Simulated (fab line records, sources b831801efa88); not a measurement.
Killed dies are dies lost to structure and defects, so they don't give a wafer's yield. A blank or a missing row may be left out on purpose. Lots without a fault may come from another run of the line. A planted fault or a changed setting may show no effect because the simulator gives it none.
fab line records | flow gf180mcu | part 1 of 2: steps 1 to 28 of 42
record lots=5 wafers=15 last_day=33
route steps=602 shown PSD@260 NSD@262 SAB@264 SALICIDE@278 CONTACT@287
lots that met no fault: from a run of the same line without faults
start_h: hours from the record's first day to the start of the lot's first wafer shown | wait_h: hours since the lot's step before | " the same as in the row above | L1.1+2: a row that stands for several wafers | - no value, or no start given | * or withheld: withheld | < > ~ a bound
route shown NAME@n: a module of which the file shows steps, and the number in the route of the first | usual: mean/standard deviation of fault-free wafers | same: alike in all rows | chamber/n: place in a boat | sites: the reading at each site | _std_site: their standard deviation | _edge_site: outer sites' mean less inner sites' | radius_mm: how far each site lies from the wafer's centre | mask NAME#n: copy n | behind: the tool/chamber that last shaped the wafer | hold: why the lot was held/for how many hours/how that ended | device: the transistor (n, p or np) that didn't switch | end of line: the same wafers' tests at the end of the route | a step without rows: its recipe alone | killed: dies lost to structure and defects at the first sort, not the wafer's yield | map: a wafer's dies, x killed, . not, _ none there
set.NAME: the setting as run; set.NAME@STEP: as run at that earlier step | model.NAME: the simulator's own value behind a step, which no gauge read
lots at some steps of the route; a table a step, a row a wafer
services: from which hour (start_h, from the record's first day; less than 0 if before it) a tool's chamber was out of use, for how many hours, and why
## steps
# step GF_PSD_CLEAN_12
# recipe chemistry=SC1/SC2 mix=1:4:20 temp_c=70 time_s=150 dry=n2_spin
# usual temp_c=70.03/0.12
# columns lot.wafer tool chamber start_h wait_h temp_c
L082.2 wet_bench-03 1 381.20 0.0 70.17
L082.4 " 1 " " 70.17
L082.6 " 1 " " 70.13
L083.1 wet_bench-01 0 391.37 0.1 69.96
L083.5 " 0 " " 70.06
L083.6 " 0 " " 69.94
L085.2 wet_bench-01 0 410.92 0.0 70.09
L085.3 " 0 " " 70.18
L085.5 " 0 " " 70.17
L090.1 wet_bench-01 2 458.72 0.1 70.24
L090.4 " 2 " " 70.20
L090.5 " 2 " " 70.04
L092.3 wet_bench-03 2 484.12 0.0 69.92
L092.4 " 2 " " 70.02
L092.6 " 2 " " 70.01
# step GF_PSD_RTA_13
# recipe temp_c=1025 time_s=20 ambient=N2
# usual lamp_power_pct=33.7/1.1 wafer_temp_C_max=1029.0/0.8
# columns lot.wafer tool chamber start_h wait_h lamp_power_pct wafer_temp_C_max
L082.2 rtp_anneal-02 0 381.26 0.0 35.3 1029.0
L082.4 " 0 " " 35.3 1028.6
L082.6 " 0 " " 35.3 1029.0
L083.1 rtp_anneal-01 0 391.42 0.0 32.9 1028.8
L083.5 " 0 " " 32.9 1028.3
L083.6 " 0 " " 33.0 1028.5
L085.2 rtp_anneal-01 0 411.03 0.0 33.0 1029.8
L085.3 " 0 " " 33.0 1029.5
L085.5 " 0 " " 33.0 1029.5
L090.1 rtp_anneal-01 0 458.77 0.0 33.0 1029.5
L090.4 " 0 " " 33.0 1029.7
L090.5 " 0 " " 33.0 1028.5
L092.3 rtp_anneal-01 0 484.19 0.0 33.0 1029.0
L092.4 " 0 " " 32.9 1027.8
L092.6 " 0 " " 33.0 1029.8
# step GF_PSD_RS_MEAS_14
# recipe thk_meas_gauge=four-point-probe
# usual NSD_RS=46.16/0.11
# columns lot.wafer tool chamber start_h wait_h NSD_RS[ohm/sq]
L082.2 film_metro-04 - 381.35 0.1 46.13
L082.4 " - " " 46.18
L082.6 " - " " 46.17
L083.1 film_metro-01 - 391.50 0.1 46.22
L083.5 " - " " 46.28
L083.6 " - " " 46.18
L085.2 film_metro-01 - 411.12 0.1 46.10
L085.3 " - " " 46.19
L085.5 " - " " 46.20
L090.1 film_metro-02 - 458.85 0.1 46.08
L090.4 " - " " 46.08
L090.5 " - " " 46.06
L092.3 film_metro-02 - 484.29 0.1 46.20
L092.4 " - " " 46.19
L092.6 " - " " 46.05
# step GF_PSD_RS_MEAS_15
# recipe thk_meas_gauge=four-point-probe
# usual PSD_RS=108.56/0.29
# columns lot.wafer tool chamber start_h wait_h PSD_RS[ohm/sq]
L082.2 film_metro-04 - 381.47 0.1 108.95
L082.4 " - " " 108.63
L082.6 " - " " 108.84
L083.1 film_metro-01 - 391.62 0.1 108.95
L083.5 " - " " 108.52
L083.6 " - " " 108.65
L085.2 film_metro-01 - 411.24 0.1 108.69
L085.3 " - " " 108.69
L085.5 " - " " 108.43
L090.1 film_metro-02 - 458.97 0.1 108.27
L090.4 " - " " 108.12
L090.5 " - " " 108.10
L092.3 film_metro-02 - 484.41 0.1 108.58
L092.4 " - " " 108.34
L092.6 " - " " 108.51
# step GF_SAB_CVD_00
# recipe material=SiO2 target_thk_nm=50 precursor=TEOS temp_c=400 time_s=4.9302 rf_w=600
# usual heater_power_w=701/70
# columns lot.wafer tool chamber start_h wait_h heater_power_w
L082.2 pecvd-02 2 381.57 0.1 694
L082.4 " 1 " " 796
L082.6 " 0 " " 674
L083.1 pecvd-02 0 391.74 0.1 663
L083.5 " 0 " " 665
L083.6 " 1 " " 744
L085.2 pecvd-02 2 411.34 0.1 742
L085.3 " 0 " " 641
L085.5 " 2 " " 604
L090.1 pecvd-01 0 459.09 0.1 762
L090.4 " 2 " " 653
L090.5 " 1 " " 828
L092.3 pecvd-02 0 484.49 0.1 619
L092.4 " 2 " " 757
L092.6 " 0 " " 602
# step GF_SAB_THK_MEAS_01
# recipe reads=SiO2_of_SAB_CVD_00
# usual SAB_CVD_00_THK=50.0/0.65
# columns lot.wafer tool chamber start_h wait_h SAB_CVD_00_THK[nm]
L082.2 film_metro-01 - 381.60 0.0 50.0
L082.4 " - " " 50.7
L082.6 " - " " 50.0
L083.1 film_metro-04 - 391.77 0.0 49.4
L083.5 " - " " 49.8
L083.6 " - " " 50.2
L085.2 film_metro-03 - 411.37 0.0 49.5
L085.3 " - " " 48.2
L085.5 " - " " 50.5
L090.1 film_metro-04 - 459.11 0.0 49.3
L090.4 " - " " 50.6
L090.5 " - " " 51.1
L092.3 film_metro-04 - 484.53 0.0 49.8
L092.4 " - " " 51.6
L092.6 " - " " 50.0
# step GF_SAB_DEHYDRATE_02
# recipe temp_c=200 time_s=60
# columns lot.wafer tool chamber start_h wait_h
L082.2+4+6 litho_track-04 0 393.01 11.4
L083.1+5+6 litho_track-02 0 403.33 11.5
L085.2+3+5 litho_track-01 0 423.08 11.7
L090.1+4+5 litho_track-04 0 470.73 11.6
L092.3+4+6 litho_track-02 0 495.48 10.9
# step GF_SAB_HMDS_03
# recipe prime_time_s=60 prime_temp_c=120
# usual prime_temp_c=120.00/0.14
# columns lot.wafer tool chamber start_h wait_h prime_temp_c
L082.2 litho_track-04 0 393.16 0.1 120.05
L082.4 " 0 " " 120.12
L082.6 " 0 " " 120.38
L083.1 litho_track-02 0 403.48 0.1 120.14
L083.5 " 0 " " 119.88
L083.6 " 0 " " 119.78
L085.2 litho_track-01 0 423.23 0.1 120.13
L085.3 " 0 " " 119.90
L085.5 " 0 " " 120.08
L090.1 litho_track-04 0 470.88 0.1 120.12
L090.4 " 0 " " 120.08
L090.5 " 0 " " 120.06
L092.3 litho_track-02 0 495.63 0.1 120.18
L092.4 " 0 " " 119.94
L092.6 " 0 " " 120.32
# step GF_SAB_COAT_04
# recipe resist=NOVOLAK spin_rpm=3000 resist_thk_nm=1000
# columns lot.wafer tool chamber start_h wait_h
L082.2+4+6 litho_track-04 0 393.31 0.1
L083.1+5+6 litho_track-02 0 403.63 0.1
L085.2+3+5 litho_track-01 0 423.38 0.1
L090.1+4+5 litho_track-04 0 471.03 0.1
L092.3+4+6 litho_track-02 0 495.78 0.1
# step GF_SAB_SOFTBAKE_05
# recipe temp_c=90 time_s=60 resist=NOVOLAK
# columns lot.wafer tool chamber start_h wait_h
L082.2+4+6 litho_track-04 0 393.46 0.1
L083.1+5+6 litho_track-02 0 403.78 0.1
L085.2+3+5 litho_track-01 0 423.53 0.1
L090.1+4+5 litho_track-04 0 471.18 0.1
L092.3+4+6 litho_track-02 0 495.93 0.1
# step GF_SAB_EXPOSE_06
# recipe mask_id=SAB target_cd_nm=420 na=0.6 source_shape=conventional sigma_outer=0.6 dose_mj=140
# columns lot.wafer tool chamber start_h wait_h mask
L082.2+4+6 iline_stepper-01 0 - - SAB#0
L083.1+5+6 iline_stepper-02 0 - - SAB#0
L085.2+3+5 iline_stepper-01 0 - - SAB#0
L090.1+4+5 iline_stepper-02 0 - - SAB#0
L092.3+4+6 iline_stepper-01 0 - - SAB#0
# step GF_SAB_PEB_07
# recipe temp_c=withheld time_s=* resist=NOVOLAK
# columns lot.wafer tool chamber start_h wait_h
L082.2+4+6 litho_track-01 0 - -
L083.1+5+6 litho_track-02 0 - -
L085.2+3+5 litho_track-02 0 - -
L090.1+4+5 litho_track-04 0 - -
L092.3+4+6 litho_track-02 0 - -
# step GF_SAB_DEVELOP_08
# recipe develop_time_s=60 dev_temp_c=23
# same develop_time_s=60
# columns lot.wafer tool chamber start_h wait_h
L082.2+4+6 litho_track-01 0 405.28 0.1
L083.1+5+6 litho_track-02 0 414.98 0.1
L085.2+3+5 litho_track-02 0 435.16 0.1
L090.1+4+5 litho_track-04 0 483.18 0.1
L092.3+4+6 litho_track-02 0 507.28 0.1
# step GF_SAB_CD_MEAS_09
# recipe target_cd_nm=420
# usual cd_nm=419.3/1.9
# columns lot.wafer tool chamber start_h wait_h cd_nm
L082.2 cd_sem-01 - 405.42 0.1 418.9
L082.4 " - " " 419.8
L082.6 " - " " 419.2
L083.1 cd_sem-01 - 415.13 0.1 420.3
L083.5 " - " " 420.6
L083.6 " - " " 419.4
L085.2 cd_sem-02 - 435.31 0.1 417.0
L085.3 " - " " 413.7
L085.5 " - " " 414.6
L090.1 cd_sem-01 - 483.33 0.1 417.6
L090.4 " - " " 415.6
L090.5 " - " " 415.2
L092.3 cd_sem-02 - 507.42 0.1 420.9
L092.4 " - " " 422.1
L092.6 " - " " 421.0
# step GF_SAB_OVL_MEAS_10
# usual SAB_OVL=-1.4/1.5
# columns lot.wafer tool chamber start_h wait_h SAB_OVL[nm]
L082.2 overlay-01 - 405.53 0.1 1.2
L082.4 " - " " -0.4
L082.6 " - " " 1.8
L083.1 overlay-01 - 415.25 0.1 -1.7
L083.5 " - " " -1.9
L083.6 " - " " -1.0
L085.2 overlay-01 - 435.42 0.1 0.8
L085.3 " - " " -1.3
L085.5 " - " " -0.5
L090.1 overlay-02 - 483.45 0.1 -2.2
L090.4 " - " " -1.7
L090.5 " - " " -4.1
L092.3 overlay-02 - 507.51 0.1 -1.6
L092.4 " - " " -2.0
L092.6 " - " " -1.6
# step GF_SAB_ETCH_11
# recipe chemistry=C4F8/O2/Ar mask_material=NOVOLAK target=SiO2 target_depth_nm=55 source_w=1500 bias_w=1200 pressure_mtorr=40 c4f8_flow_sccm=withheld O2_flow_sccm=6 Ar_flow_sccm=300 time_s=8.5
# usual oes_product_au=1.000/0.013
# columns lot.wafer tool chamber start_h wait_h oes_product_au rf_hours_counter_h
L082.2 rie_diel-03 1 405.56 0.0 1.015 11
L082.4 " 3 " " 0.991 -
L082.6 " 2 " " 0.997 -
L083.1 rie_diel-03 1 415.29 0.0 1.006 11
L083.5 " 3 " " 0.983 -
L083.6 " 0 " " 0.995 -
L085.2 rie_diel-04 0 435.45 0.0 1.007 22
L085.3 " 2 " " 0.989 0
L085.5 " 2 " " 0.976 -
L090.1 rie_diel-03 2 483.49 0.0 0.991 12
L090.4 " 3 " " 0.989 -
L090.5 " 2 " " 0.993 -
L092.3 rie_diel-03 2 507.54 0.0 0.995 13
L092.4 " 1 " " 1.000 13
L092.6 " 2 " " 0.984 -
# step GF_SAB_WET_ETCH_12
# recipe chemistry=dHF target_depth_nm=22 dry=n2_spin target=SiO2 temp_c=25 dilution=100:1 time_s=440
# usual temp_c=25.02/0.12
# columns lot.wafer tool chamber start_h wait_h temp_c
L082.2 wet_bench-04 3 405.58 0.0 24.98
L082.4 " 3 " " 24.82
L082.6 " 3 " " 24.99
L083.1 wet_bench-04 1 415.31 0.0 25.19
L083.5 " 1 " " 25.14
L083.6 " 1 " " 24.99
L085.2 wet_bench-04 1 435.47 0.0 25.06
L085.3 " 1 " " 25.03
L085.5 " 1 " " 24.99
L090.1 wet_bench-04 1 483.51 0.0 25.20
L090.4 " 1 " " 25.06
L090.5 " 1 " " 24.97
L092.3 wet_bench-01 0 507.56 0.0 25.08
L092.4 " 0 " " 24.88
L092.6 " 0 " " 25.07
# step GF_SAB_STRIP_13
# recipe chemistry=O2/N2 power_w=1400 pressure_mtorr=1500 platen_temp_c=250 o2_flow_sccm=3000 n2_flow_sccm=300 overash_fraction=0.5
# usual drypump_motor_current_A=6.1/0.46 heater_power_w=349/58 oes_product_au=0.710/0.0043 strip_time_to_endpoint_s=12.60/0.034
# same overash_fraction=0.5
# columns lot.wafer tool chamber start_h wait_h drypump_motor_current_A heater_power_w oes_product_au rf_hours_counter_h strip_time_to_endpoint_s
L082.2 plasma_asher-02 1 405.71 0.0 6.4 367 0.719 80 12.57
L082.4 " 0 " " 6.5 304 0.705 - 12.57
L082.6 " 1 " " 6.4 363 0.715 - 12.58
L083.1 plasma_asher-04 1 415.45 0.0 6.2 292 0.709 60 12.57
L083.5 " 1 " " 6.2 286 0.707 - 12.58
L083.6 " 0 " " 6.7 335 0.713 - 12.57
L085.2 plasma_asher-01 1 435.60 0.0 5.4 453 0.707 77 12.60
L085.3 " 1 " " 5.4 448 0.709 - 12.62
L085.5 " 1 " " 5.4 450 0.705 - 12.59
L090.1 plasma_asher-02 1 483.64 0.0 6.4 359 0.712 5 12.60
L090.4 " 0 " " 6.5 338 0.705 - 12.65
L090.5 " 0 " " 6.4 327 0.707 - 12.62
L092.3 plasma_asher-01 1 507.72 0.0 5.4 452 0.707 - 12.63
L092.4 " 0 " " 5.7 309 0.703 - 12.65
L092.6 " 0 " " 5.7 310 0.713 - 12.58
# step GF_SALICIDE_CLEAN_00
# recipe chemistry=SC1/SC2 mix=1:4:20 temp_c=70 time_s=150
# usual temp_c=69.98/0.13
# columns lot.wafer tool chamber start_h wait_h temp_c
L082.2 wet_bench-04 2 405.81 0.1 70.18
L082.4 " 2 " " 70.10
L082.6 " 2 " " 70.05
L083.1 wet_bench-04 0 415.55 0.1 70.14
L083.5 " 0 " " 70.02
L083.6 " 0 " " 70.14
L085.2 wet_bench-04 0 435.70 0.1 70.13
L085.3 " 0 " " 70.07
L085.5 " 0 " " 70.08
L090.1 wet_bench-01 3 483.74 0.1 70.09
L090.4 " 3 " " 70.10
L090.5 " 3 " " 70.23
L092.3 wet_bench-03 0 507.79 0.0 69.89
L092.4 " 0 " " 69.91
L092.6 " 0 " " 69.89
# step GF_SALICIDE_WET_ETCH_01
# recipe chemistry=dHF target_depth_nm=5 dry=ipa_marangoni target=SiO2 temp_c=25 dilution=100:1 time_s=100
# usual temp_c=25.00/0.1
# columns lot.wafer tool chamber start_h wait_h temp_c
L082.2 wet_bench-03 0 405.86 0.0 25.05
L082.4 " 0 " " 25.20
L082.6 " 0 " " 24.98
L083.1 wet_bench-04 3 415.60 0.0 25.08
L083.5 " 3 " " 25.10
L083.6 " 3 " " 25.00
L085.2 wet_bench-03 2 435.75 0.0 25.24
L085.3 " 2 " " 25.04
L085.5 " 2 " " 25.14
L090.1 wet_bench-04 2 483.79 0.0 25.21
L090.4 " 2 " " 25.10
L090.5 " 2 " " 24.92
L092.3 wet_bench-04 2 507.84 0.0 25.00
L092.4 " 2 " " 24.98
L092.6 " 2 " " 24.91
# step GF_SALICIDE_SPUTTER_02
# recipe material=Co target_thk_nm=10 power_w=1000 time_s=20 chamber_pressure_pa=0.4
# usual throttle_valve_pct=30.5/1.1
# columns lot.wafer tool chamber start_h wait_h throttle_valve_pct
L082.2 pvd_sputter-04 - 405.90 0.0 30.0
L082.4 " - " " 30.3
L082.6 " - " " 31.5
L083.1 pvd_sputter-02 - 415.67 0.0 31.0
L083.5 " - " " 29.9
L083.6 " - " " 30.5
L085.2 pvd_sputter-01 - 435.79 0.0 31.8
L085.3 " - " " 31.1
L085.5 " - " " 28.8
L090.1 pvd_sputter-02 - 483.82 0.0 29.5
L090.4 " - " " 30.9
L090.5 " - " " 29.8
L092.3 pvd_sputter-01 - 507.87 0.0 31.5
L092.4 " - " " 31.3
L092.6 " - " " 31.3
# step GF_SALICIDE_SPUTTER_03
# recipe material=TiN target_thk_nm=20 power_w=6500 time_s=16.7 chamber_pressure_pa=0.4
# usual throttle_valve_pct=30.5/1.1
# columns lot.wafer tool chamber start_h wait_h throttle_valve_pct
L082.2 pvd_sputter-04 - 405.92 0.0 29.7
L082.4 " - " " 30.0
L082.6 " - " " 31.5
L083.1 pvd_sputter-02 - 415.69 0.0 31.0
L083.5 " - " " 29.7
L083.6 " - " " 30.1
L085.2 pvd_sputter-01 - 435.82 0.0 31.7
L085.3 " - " " 31.3
L085.5 " - " " 28.7
L090.1 pvd_sputter-02 - 483.85 0.0 29.6
L090.4 " - " " 31.0
L090.5 " - " " 29.6
L092.3 pvd_sputter-01 - 507.90 0.0 31.8
L092.4 " - " " 31.2
L092.6 " - " " 31.7
# step GF_SALICIDE_RS_MEAS_04
# recipe thk_meas_gauge=four-point-probe reads=TiN_of_SALICIDE_SPUTTER_03+Co_of_SALICIDE_SPUTTER_02
# usual SALICIDE_TIN_RS=16.3/0.3
# columns lot.wafer tool chamber start_h wait_h SALICIDE_TIN_RS[ohm/sq]
L082.2 film_metro-02 - 405.97 0.0 16.0
L082.4 " - " " 16.1
L082.6 " - " " 15.9
L083.1 film_metro-02 - 415.72 0.0 15.9
L083.5 " - " " 16.2
L083.6 " - " " 16.1
L085.2 film_metro-04 - 435.86 0.0 15.8
L085.3 " - " " 16.1
L085.5 " - " " 16.4
L090.1 film_metro-02 - 483.88 0.0 16.7
L090.4 " - " " 16.1
L090.5 " - " " 16.4
L092.3 film_metro-02 - 507.97 0.1 16.5
L092.4 " - " " 16.5
L092.6 " - " " 16.6
# step GF_SALICIDE_THK_MEAS_05
# recipe thk_meas_gauge=xrf reads=TiN_of_SALICIDE_SPUTTER_03
# usual SALICIDE_TIN_THK=20.07/0.24
# columns lot.wafer tool chamber start_h wait_h SALICIDE_TIN_THK[nm]
L082.2 film_metro-02 - 406.08 0.1 19.82
L082.4 " - " " 19.79
L082.6 " - " " 19.47
L083.1 film_metro-02 - 415.84 0.1 20.03
L083.5 " - " " 20.06
L083.6 " - " " 20.11
L085.2 film_metro-04 - 435.97 0.1 20.50
L085.3 " - " " 20.10
L085.5 " - " " 20.36
L090.1 film_metro-02 - 484.00 0.1 19.92
L090.4 " - " " 20.20
L090.5 " - " " 20.14
L092.3 film_metro-02 - 508.07 0.1 20.33
L092.4 " - " " 19.80
L092.6 " - " " 19.91
# step GF_SALICIDE_RTA_06
# recipe temp_c=530 time_s=30 ambient=N2
# usual lamp_power_pct=6.18/0.21 wafer_temp_C_max=532.2/0.44
# columns lot.wafer tool chamber start_h wait_h lamp_power_pct wafer_temp_C_max
L082.2 rtp_anneal-01 0 406.15 0.1 5.98 532.1
L082.4 " 0 " " 5.97 533.2
L082.6 " 0 " " 5.98 532.2
L083.1 rtp_anneal-01 0 415.90 0.1 5.98 532.1
L083.5 " 0 " " 5.98 532.0
L083.6 " 0 " " 5.97 531.9
L085.2 rtp_anneal-02 0 436.04 0.1 6.41 532.2
L085.3 " 0 " " 6.40 532.3
L085.5 " 0 " " 6.40 532.5
L090.1 rtp_anneal-02 0 484.06 0.1 6.41 531.8
L090.4 " 0 " " 6.40 531.5
L090.5 " 0 " " 6.40 531.7
L092.3 rtp_anneal-02 0 508.14 0.1 6.41 532.5
L092.4 " 0 " " 6.41 532.2
L092.6 " 0 " " 6.40 532.8
# step GF_SALICIDE_WET_ETCH_07
# recipe chemistry=SPM target_depth_nm=120 dry=n2_spin
# columns lot.wafer tool chamber start_h wait_h
L082.2+4+6 wet_bench-04 2 406.23 0.1
L083.1+5+6 wet_bench-03 1 416.00 0.1
L085.2+3+5 wet_bench-01 2 436.12 0.1
L090.1+4+5 wet_bench-01 1 484.16 0.1
L092.3+4+6 wet_bench-03 3 508.21 0.1
# step GF_SALICIDE_RTA_08
# recipe temp_c=800 time_s=30 ambient=N2
# usual lamp_power_pct=17.3/0.59 wafer_temp_C_max=803.3/0.61
# columns lot.wafer tool chamber start_h wait_h lamp_power_pct wafer_temp_C_max
L082.2 rtp_anneal-02 0 406.34 0.0 17.8 804.2
L082.4 " 0 " " 17.8 803.7
L082.6 " 0 " " 17.8 803.9
L083.1 rtp_anneal-02 0 416.10 0.0 17.8 804.0
L083.5 " 0 " " 17.8 804.0
L083.6 " 0 " " 17.8 803.4
L085.2 rtp_anneal-01 0 436.32 0.0 16.6 803.0
L085.3 " 0 " " 16.6 803.3
L085.5 " 0 " " 16.6 802.9
L090.1 rtp_anneal-02 0 484.25 0.0 17.8 803.2
L090.4 " 0 " " 17.8 802.8
L090.5 " 0 " " 17.8 802.6
L092.3 rtp_anneal-01 0 508.33 0.0 16.6 803.2
L092.4 " 0 " " 16.6 802.3
L092.6 " 0 " " 16.6 802.8
# step GF_CONTACT_CVD_00
# recipe material=SiO2 target_thk_nm=300 sigma_open_frac=0.3 temp_c=400 time_s=50 sih4_flow_sccm=60 pressure_mtorr=6
# columns lot.wafer tool chamber start_h wait_h
L082.2+4+6 hdpcvd-01 1,2,0 406.42 0.1
L083.1+5+6 hdpcvd-01 1,1,2 416.20 0.1
L085.2+3+5 hdpcvd-02 0,2,1 436.40 0.1
L090.1+4+5 hdpcvd-02 2,1,2 484.35 0.1
L092.3+4+6 hdpcvd-01 0,2,0 508.40 0.1
